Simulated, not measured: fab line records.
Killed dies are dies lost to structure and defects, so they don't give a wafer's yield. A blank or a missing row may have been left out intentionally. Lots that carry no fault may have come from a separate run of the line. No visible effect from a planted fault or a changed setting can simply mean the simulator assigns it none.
Code-filled problem report in 8D (eight disciplines) form :: flow gf180mcu :: the parts of the form that need people (team, actions taken, sign-off) are left out

== 1. THE PROBLEM ==
Mean M1_ALCU_RS at GF_M1_RS_MEAS_05: 0.0385 ohm/sq over 3 wafers in 2 lots; fault-free wafers: 0.0696 ohm/sq, standard deviation 0.00066. Measured from the usual mean, that is -47 standard deviations.
The step: measures by four-point-probe.
First observed at day 17 14:22: wafer L374.1, on film_metro-04. Wafers with a number at this step in the record: 18, from 6 lots. Rule for "out" (also "out of limits"): further than 4 standard deviations from the usual mean. Any other wafer with a number is counted as sound.

== 2. WHAT IT IS AND WHAT IT IS NOT ==
question: which readings at this step
is: M1_ALCU_RS
is not: -

question: which lots
is: L374, L376
is not: L384, L390, L392, L393

question: which wafers of those lots
is: L374.1, L374.6, L376.4
is not: L374.4, L376.1, L376.3

question: read on which gauges
is: film_metro-04
is not: film_metro-01

question: when
is: from day 17 14:22
is not: up to then (1 sound wafer); but 14 sound wafers of L376, L384, L390, L392, L393 came after

== 3. SUSPECTS, AND WHAT RULES EACH OUT ==
Counting: if a tool at a process step up to the reading ran every lot that is out, it stays a suspect. Sound lots after the first of them don't rule it out here, since some wafers of a struck lot are sound.
- the gauge at GF_M1_RS_MEAS_05 is ruled out. All the wafers that are out were read on film_metro-04, but those of them that GF_M1_METAL_ETCH_16 has rows for are out there too, on other tools.
- cmp-01 at GF_CONTACT_CMP_27 (polishes, stops on SiO2, t overpolish 15 s, target thk 0 nm): kept. It ran every lot that is out, first L374 (day 17 13:51).
- pvd_sputter-01 at GF_M1_SPUTTER_00 (material Ti, target thk 37.5 nm, time 150 s): kept. It ran every lot that is out, first L374 (day 17 14:09).
- pvd_sputter-01 at GF_M1_SPUTTER_02 (material AlCu, target thk 450 nm, time 23.9 s): kept. It ran every lot that is out, first L374 (day 17 14:17).
- pvd_sputter-01 at GF_M1_SPUTTER_03 (material Ti, target thk 10 nm, time 6.7 s): kept. It ran every lot that is out, first L374 (day 17 14:19).
- Within cmp-01 at GF_CONTACT_CMP_27: the wafers that are out ran in chambers 0, 3; their sound lot-mates ran in chambers 1, 2.
Left after counting: cmp-01 at GF_CONTACT_CMP_27, pvd_sputter-01 at GF_M1_SPUTTER_00, pvd_sputter-01 at GF_M1_SPUTTER_02, pvd_sputter-01 at GF_M1_SPUTTER_03.

== 4. THE CAUSE (what the simulator had put in) ==
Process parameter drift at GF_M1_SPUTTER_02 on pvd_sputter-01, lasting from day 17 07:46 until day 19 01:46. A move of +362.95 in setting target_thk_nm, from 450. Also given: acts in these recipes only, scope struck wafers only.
4 suspects survive the count, and this tool is in that group.

== 5. THE EFFECT CHAIN, in route order ==
Rows list readings where the struck wafers' mean (over those with a number) sits beyond 3 standard deviations from the usual. Only readings whose record carries a usual standard deviation are examined. hours: median over the lots of the time between each lot's start at the first step of this table that gives one and its start at this step. sigmas: the change, counted in usual standard deviations.
hours: 0
step: GF_M1_RS_MEAS_05
reading: M1_ALCU_RS
usual: 0.0696 ohm/sq
on struck wafers: 0.0385
change: -0.0311
sigmas: -47

hours: 0
step: GF_M1_THK_MEAS_06
reading: M1_ALCU_THK
usual: 448 nm
on struck wafers: 812
change: +364
sigmas: +87

hours: 24
step: GF_M1_METAL_ETCH_16
reading: oes_product_au
usual: 0.972 a.u.
on struck wafers: 1.005
change: +0.033
sigmas: +5.8

hours: 24
step: GF_M1_METAL_ETCH_16
reading: throttle_valve_pct
usual: 28.251 %
on struck wafers: 28.213
change: -0.038
sigmas: -4.0
The process steps in it:
- GF_M1_METAL_ETCH_16: etches the open film in Cl2/BCl3, stops on SiO2, target depth 627.5 nm, time 104.6 s.
Later steps that measure or inspect, where all struck wafers having a row at the step show a number for every such reading and not one has moved that far: GF_M1_CD_MEAS_14, GF_M1_OVL_MEAS_15.

== 6. WHAT WOULD HAVE CAUGHT IT SOONER ==
In this record the first reading out of limits at a measuring or inspecting step was taken at day 17 14:22, 7 hours after the fault began at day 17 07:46.
No tool reading at GF_M1_SPUTTER_02 that has a usual standard deviation in the record was out on any struck wafer, so an alarm limit of 4 standard deviations on those readings would not have fired.
Among the 2 lots that are out, L376 began GF_M1_SPUTTER_02 on pvd_sputter-01 after day 17 14:22. Had the tool been put on hold then, it would have been spared.
